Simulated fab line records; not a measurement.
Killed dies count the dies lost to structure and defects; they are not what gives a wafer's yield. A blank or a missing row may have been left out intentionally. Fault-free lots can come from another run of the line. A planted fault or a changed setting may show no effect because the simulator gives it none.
Which of the tools did it? + flow gf180mcu + 7 lots, 21 wafers sampled, at 1 step of a route of 602

WHAT THE GAUGES SHOWED, per wafer
GF_POLY_GATE_THK_MEAS_17.
| lot  | measured     | on           | POLY_GATE_OXIDATION_THK (nm) |
|------|--------------|--------------|------------------------------|
| L653 | day 9 20:23  | filmMetro-03 | 3.86 3.93 3.99               |
| L657 | day 11 09:16 | filmMetro-03 | 4.06 3.98 3.99               |
| L660 | day 12 05:05 | filmMetro-03 | 3.89 3.94 3.94               |
| L663 | day 12 19:40 | filmMetro-03 | 3.96 4.06 3.93               |
| L667 | day 13 19:50 | filmMetro-03 | 3.98 3.92 3.96               |
| L670 | day 14 22:41 | filmMetro-04 | 4.03 4.03 4.11               |
| L674 | day 16 05:05 | filmMetro-04 | 4.08 4.08 4.11               |

WHAT TOOL EACH LOT RAN ON (gives the tool, then ch and the chambers of the sampled wafers, and finally the start)
Record: no process step prior to these readings.

THE ANSWER, worked out from the rows above alone
Rule: usual is defined by the lots themselves. The widest of any qualifying gaps counts: lots, ordered by their means at a reading, are off when they make up no more than a third of the lots, leave a main group of 4 or more, and stand apart from it by 3 or more times the standard deviation of that group's means. The tables above print the reading to a certain number of digits; a main group whose means all agree to those digits is not used. A lot without any number at a reading at which 4 lots or more have one is off too. All remaining lots with rows at the step are treated as sound.
No lot is off at any reading shown: from this, nothing can be told.

WHAT THE SIMULATOR HAD INSERTED
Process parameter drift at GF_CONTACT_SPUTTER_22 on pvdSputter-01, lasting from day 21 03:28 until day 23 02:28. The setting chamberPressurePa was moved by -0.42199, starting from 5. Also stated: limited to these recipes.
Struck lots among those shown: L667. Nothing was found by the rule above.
